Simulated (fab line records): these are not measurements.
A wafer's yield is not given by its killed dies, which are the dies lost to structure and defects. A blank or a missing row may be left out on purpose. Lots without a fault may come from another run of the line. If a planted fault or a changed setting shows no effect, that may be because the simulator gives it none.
fab line records	flow sky130
record lots=5	wafers=14	lastDay=50
route steps=708 shown CAP2M@604 PAD_OPEN@708
lots that met no fault: taken from a fault-free run of the same line
startH: hours from the record's opening day to when the first of the lot's shown wafers began	waitH: hours since the lot's step before	" as in the row above	L1.1+2: several wafers, shown together as one row	- either no value or no given start	* or withheld: withheld	< > ~ a bound
route shown NAME@n: names a module that has steps shown in the file, with the first one's number in the route	usual: mean/standard deviation of fault-free wafers	same: alike in all rows	chamber/n: place in a boat	sites: readings site by site	_std_site: the values' standard deviation	_edge_site: outer sites' mean less inner sites'	radiusMm: how far each site lies from the wafer's centre	mask NAME#n: copy n	behind: the most recent tool/chamber to have shaped the wafer	hold: why the lot was held/for how many hours/how that ended	device: the n, p or np transistor that did not switch	end of line: the route-end tests of the same wafers	where a step has no rows: the recipe by itself	killed: count of dies lost to structure and defects at first sort (not the wafer's yield)	map: a wafer's dies, x killed, . not, _ none there
set.NAME: the run value of the setting; set.NAME@STEP: its run value at that earlier step	model.NAME: the simulator's own value behind a step, which no gauge read
lots at selected steps of the route; one table per step, one row per wafer
services: when a tool's chamber went out of use (startH, in hours from the record's first day, below 0 if earlier), for how many hours, and the reason
## steps
# step SKY_CAP2M_THK_MEAS_01
# recipe reads=SiO2_of_CAP2M_CVD_00
# usual CAP2M_CVD_00_THK=15.50/0.23
lot.wafer	tool	chamber	startH	waitH	CAP2M_CVD_00_THK[nm]
L939.3	filmMetro-04	-	953.30	-	15.62
L939.4	"	-	"	"	15.79
L939.5	"	-	"	"	15.87
L940.1	filmMetro-01	-	955.19	-	15.41
L940.3	"	-	"	"	15.17
L940.6	"	-	"	"	15.64
L951.3	filmMetro-04	-	1061.92	-	15.18
L951.6	"	-	"	"	15.42
L958.2	filmMetro-04	-	1089.67	-	15.41
L958.4	"	-	"	"	15.63
L958.5	"	-	"	"	15.92
L957.1	filmMetro-01	-	1095.09	-	15.54
L957.2	"	-	"	"	15.39
L957.6	"	-	"	"	15.58
# step SKY_CAP2M_SPUTTER_02
# recipe material=TiN	targetThkNm=200	tempC=300	powerW=6500	timeS=166.7	chamberPressurePa=0.4
# usual chamberPressurePa=0.3999/0.00071	throttleValvePct=29.9/1.2
lot.wafer	tool	chamber	startH	waitH	chamberPressurePa	throttleValvePct
L939.3	pvdSputter-02	-	953.34	0.0	0.4002	30.9
L939.4	"	-	"	"	0.4000	31.1
L939.5	"	-	"	"	0.4004	30.8
L940.1	pvdSputter-02	-	955.25	0.1	0.3996	29.3
L940.3	"	-	"	"	0.3999	28.1
L940.6	"	-	"	"	0.3990	28.9
L951.3	pvdSputter-01	-	1061.96	0.0	0.3996	31.7
L951.6	"	-	"	"	0.3998	30.2
L958.2	pvdSputter-02	-	1089.72	0.0	0.3995	31.1
L958.4	"	-	"	"	0.3990	28.2
L958.5	"	-	"	"	0.3990	31.0
L957.1	pvdSputter-02	-	1095.15	0.1	0.4007	29.3
L957.2	"	-	"	"	0.4007	27.9
L957.6	"	-	"	"	0.3991	31.0
# step SKY_CAP2M_RS_MEAS_03
# recipe thkMeasGauge=four-point-probe	reads=TiN_of_CAP2M_SPUTTER_02
# usual CAP2M_TIN_RS=6.92/0.072
lot.wafer	tool	chamber	startH	waitH	CAP2M_TIN_RS[ohm/sq]
L939.3	filmMetro-04	-	953.49	0.1	6.96
L939.4	"	-	"	"	6.98
L939.5	"	-	"	"	6.95
L940.1	filmMetro-03	-	955.36	0.1	6.82
L940.3	"	-	"	"	6.90
L940.6	"	-	"	"	6.83
L951.3	filmMetro-01	-	1062.10	0.1	6.93
L951.6	"	-	"	"	6.91
L958.2	filmMetro-01	-	1089.84	0.1	6.95
L958.4	"	-	"	"	7.07
L958.5	"	-	"	"	6.98
L957.1	filmMetro-04	-	1095.26	0.1	6.90
L957.2	"	-	"	"	7.11
L957.6	"	-	"	"	6.88
# step SKY_CAP2M_THK_MEAS_04
# recipe thkMeasGauge=xrf	reads=TiN_of_CAP2M_SPUTTER_02
# usual CAP2M_TIN_THK=198.5/2
lot.wafer	tool	chamber	startH	waitH	CAP2M_TIN_THK[nm]
L939.3	filmMetro-04	-	953.59	0.1	198.1
L939.4	"	-	"	"	198.6
L939.5	"	-	"	"	197.8
L940.1	filmMetro-03	-	955.48	0.1	200.5
L940.3	"	-	"	"	199.4
L940.6	"	-	"	"	200.9
L951.3	filmMetro-01	-	1062.20	0.1	197.7
L951.6	"	-	"	"	197.4
L958.2	filmMetro-01	-	1089.95	0.1	197.6
L958.4	"	-	"	"	194.4
L958.5	"	-	"	"	196.6
L957.1	filmMetro-04	-	1095.38	0.1	201.6
L957.2	"	-	"	"	195.5
L957.6	"	-	"	"	200.5
# step SKY_CAP2M_DEHYDRATE_05
# recipe tempC=200	timeS=60
# step SKY_CAP2M_HMDS_06
# recipe primeTimeS=60	primeTempC=120
# step SKY_CAP2M_COAT_07
# recipe resist=NOVOLAK	spinRpm=3000	resistThkNm=1140
# step SKY_CAP2M_SOFTBAKE_08
# recipe tempC=90	timeS=60	resist=NOVOLAK
# step SKY_CAP2M_EXPOSE_09
# recipe maskId=CAP2M	na=0.6	sourceShape=conventional	sigmaOuter=0.6	polarization=unpolarized	targetCdNm=1000	doseMj=159
# step SKY_CAP2M_PEB_10
# recipe tempC=withheld	timeS=*	resist=NOVOLAK
# step SKY_CAP2M_DEVELOP_11
# recipe resist=NOVOLAK	developer=TMAH	developTimeS=60	devTempC=23
# step SKY_CAP2M_OVL_MEAS_12
# usual CAP2M_OVL=0.7/1.2
lot.wafer	tool	chamber	startH	waitH	CAP2M_OVL[nm]
L939.3	overlay-01	-	978.50	0.1	1.9
L939.4	"	-	"	"	1.9
L939.5	"	-	"	"	1.3
L940.1	overlay-02	-	979.98	0.1	0.8
L940.3	"	-	"	"	0.1
L940.6	"	-	"	"	-1.0
L951.3	overlay-01	-	1082.50	0.1	-0.8
L951.6	"	-	"	"	0.7
L958.2	overlay-02	-	1109.05	0.1	-0.8
L958.4	"	-	"	"	1.2
L958.5	"	-	"	"	-0.9
L957.1	overlay-01	-	1115.03	0.1	1.0
L957.2	"	-	"	"	0.8
L957.6	"	-	"	"	1.1
# step SKY_CAP2M_METAL_ETCH_13
# recipe targetDepthNm=220	stopOn=SiO2	chemistry=Cl2/BCl3	target=TiN	pressureMtorr=10	icpW=900	biasW=48.5	Cl2_flow_sccm=60	bcl3FlowSccm=30	timeS=62.9
# usual bcl3FlowSccm=30.00/0.087	biasW=48.49/0.13	drypumpMotorCurrentA=5.69/0.27	mfcCl2Sccm=60.01/0.18	oesProductAu=0.940/0.0079	runLengthS=91.0/0.33	throttleValvePct=21.903/0.0098
lot.wafer	tool	chamber	startH	waitH	bcl3FlowSccm	biasW	drypumpMotorCurrentA	mfcCl2Sccm	oesProductAu	rfHoursCounterH	runLengthS	throttleValvePct	model.NOVOLAK_of_CAP2M_COAT_07.thkNm
L939.3	rieMetal-02	1	978.55	0.0	30.09	48.72	6.12	60.00	0.930	-	90.8	21.902	990.4
L939.4	"	0	"	"	30.06	48.37	5.35	60.00	0.940	-	90.8	21.910	990.6
L939.5	"	0	"	"	30.13	48.38	5.33	59.92	0.935	-	91.2	21.907	990
L940.1	rieMetal-04	0	980.02	0.0	29.92	48.24	5.66	60.14	0.948	15	91.9	21.892	991.2
L940.3	"	0	"	"	29.99	48.70	5.65	60.17	0.937	-	91.1	21.915	996.2
L940.6	"	1	"	"	29.93	48.48	5.69	59.88	0.946	-	91.0	21.889	989.4
L951.3	rieMetal-04	0	1082.55	0.0	29.89	48.58	5.67	59.89	0.939	-	91.1	21.897	1004
L951.6	"	1	"	"	30.03	-	5.70	60.06	0.996	-	87.0	21.883	1002
L958.2	rieMetal-02	1	1109.08	0.0	30.04	48.49	6.13	60.35	0.948	20	91.1	21.917	988.1
L958.4	"	1	"	"	29.84	48.66	6.11	60.29	0.938	-	90.7	21.904	992.8
L958.5	"	1	"	"	30.00	48.61	6.13	59.81	0.940	-	91.0	21.892	988.9
L957.1	rieMetal-01	0	1115.07	0.0	29.96	48.45	5.73	59.87	0.944	16	90.7	21.905	1001
L957.2	"	1	"	"	30.08	48.45	5.52	60.23	0.926	21	91.1	21.916	1000
L957.6	"	1	"	"	30.16	48.51	5.52	60.26	0.934	-	90.6	21.898	998.6
# step SKY_CAP2M_STRIP_14
# recipe chemistry=O2/N2	powerW=1400	pressureMtorr=1500	platenTempC=withheld	o2FlowSccm=3000	n2FlowSccm=300	overashFraction=0.5
# usual drypumpMotorCurrentA=5.66/0.29	oesProductAu=0.710/0.0047	stripTimeToEndpointS=12.65/0.046
lot.wafer	tool	chamber	startH	waitH	drypumpMotorCurrentA	oesProductAu	rfHoursCounterH	stripTimeToEndpointS
L939.3	plasmaAsher-04	0	978.63	0.1	5.78	0.719	-	12.64
L939.4	"	1	"	"	5.71	0.709	-	12.63
L939.5	"	0	"	"	5.78	0.708	-	12.62
L940.1	plasmaAsher-03	0	980.10	0.1	5.20	0.713	84	12.63
L940.3	"	1	"	"	5.58	0.713	-	12.70
L940.6	"	1	"	"	5.58	0.708	-	12.60
L951.3	plasmaAsher-04	0	1082.63	0.1	5.76	0.706	-	12.78
L951.6	"	1	"	"	5.68	0.718	-	12.77
L958.2	plasmaAsher-02	1	1109.16	0.1	6.08	0.715	4	12.58
L958.4	"	0	"	"	5.93	0.709	-	12.66
L958.5	"	0	"	"	5.95	0.700	-	12.61
L957.1	plasmaAsher-03	0	1115.15	0.1	5.18	0.706	98	12.74
L957.2	"	1	"	"	5.52	0.702	98	12.74
L957.6	"	1	"	"	5.53	0.712	-	12.71
# step SKY_PAD_OPEN_PROBE_99
# usual defectLimitedYield=82.5/1.9	killed_at_M0_to_M3=44/7.3	killed_at_M4_up=3.2/1.8	killedAtContacts=24/5.4	killedAtFrontEnd=16/4.4	killedAtOther=0.3/0.48	killedDies=86/9.5	killedOpen=47/7.7	killedShort=39/6.4	sort_bin_3_pad_short=0.9/0.41	sort_bin_5_function=10.4/1.5	sort_bin_6_memory=6.2/1.1	sortNPass=406/9.5	sortYieldPct=82.5/1.9
# same grossDies=492	killedAtBackSide=0	sort_bin_4_leakage[%]=0	sort_bin_8_speed[%]=0
lot.wafer	tool	chamber	startH	waitH	defectLimitedYield[%]	killed_at_M0_to_M3	killed_at_M4_up	killedAtContacts	killedAtFrontEnd	killedAtOther	killedDies	killedOpen	killedShort	sort_bin_3_pad_short[%]	sort_bin_5_function[%]	sort_bin_6_memory[%]	sortNPass	sortYieldPct[%]
L940.1	prober-01	-	1097.57	0.1	82.9	47	0	20	17	0	84	55	29	0.4	11.0	5.7	408	82.9
L940.3	prober-01	-	1097.67	0.2	85.2	46	0	18	9	0	73	39	34	1.0	8.9	4.9	419	85.2
L940.6	prober-01	-	1097.82	0.2	83.1	51	6	16	10	0	83	41	42	1.0	8.7	7.1	409	83.1
# killed by level:class
L940.1 VIA3:geometricParticle:open=11 VIA1:geometricParticle:open=10 CONTACT:geometricParticle:open=8 VIA2:geometricParticle:open=8 LI_CONTACT:geometricParticle:open=7 POLY_GATE:geometricParticle:short=5 FIELD_ISO:geometricParticle:open=4 FIELD_ISO:geometricParticle:short=4
L940.3 VIA1:geometricParticle:open=14 CONTACT:geometricParticle:open=8 VIA3:geometricParticle:open=7 VIA1:geometricParticle:short=6 CONTACT:geometricParticle:short=5 METAL2:geometricParticle:short=5 FIELD_ISO:geometricParticle:open=3 LOCAL_INTERCONNECT:geometricParticle:short=3
L940.6 VIA1:geometricParticle:open=16 VIA1:geometricParticle:short=11 VIA3:geometricParticle:open=6 METAL4:geometricParticle:short=6 LI_CONTACT:geometricParticle:open=5 FIELD_ISO:geometricParticle:open=4 CONTACT:geometricParticle:open=4 VIA2:geometricParticle:short=4
## services
tool	chamber	startH	hours	kind
pvdSputter-01	-	939.47	6.4	repair
rieMetal-04	-	946.55	0.8	repair
plasmaAsher-04	-	947.46	2.5	repair
rieMetal-01	-	959.83	14.6	pm
pvdSputter-02	-	972.84	3.3	repair
plasmaAsher-02	-	975.35	14.6	pm
rieMetal-01	1	976.82	3.3	repair
plasmaAsher-02	-	1000.55	2.4	repair
pvdSputter-02	-	1008.24	1.0	repair
pvdSputter-02	-	1019.02	8.0	repair
plasmaAsher-04	-	1020.83	0.8	repair
pvdSputter-01	0	1031.75	-	consumableReplace:kit
pvdSputter-01	0	1031.75	18.0	scheduledDown
pvdSputter-02	2	1049.79	-	consumableReplace:kit
pvdSputter-02	2	1049.79	18.0	scheduledDown
pvdSputter-02	2	1049.79	18.0	ventCycle
plasmaAsher-02	-	1055.25	9.0	pm
plasmaAsher-02	0	1055.25	9.0	ventCycle
plasmaAsher-02	1	1055.25	9.0	ventCycle
plasmaAsher-02	0	1064.25	-	clean
plasmaAsher-02	1	1064.25	-	clean
pvdSputter-01	-	1090.19	5.0	repair
plasmaAsher-02	-	1093.15	3.5	repair
rieMetal-01	-	1101.93	2.8	pm
## key
firstSign step=SKY_CAP2M_METAL_ETCH_13	reading=runLengthS	direction=down	sigmas=12	usual=*	struck=*
effect step=SKY_CAP2M_METAL_ETCH_13	reading=oesProductAu	direction=up	sigmas=7.1	usual=0.940	struck=0.996
modelEffect step=SKY_CAP2M_METAL_ETCH_13	value=NOVOLAK_of_CAP2M_COAT_07.thkNm	without=992.3	struck=1002
metAt SKY_CAP2M_METAL_ETCH_13
struckWafers L951.6
onsetBetween 980.02 1082.55
fault kind=processParameterDrift	tool=rieMetal-04	chamber=-	onsetH=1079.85	steps=SKY_CAP2M_METAL_ETCH_13	channel=timeS	offset=*	shape=step	endH=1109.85	scope=struckWafersOnly	actsIn=*	stated=*
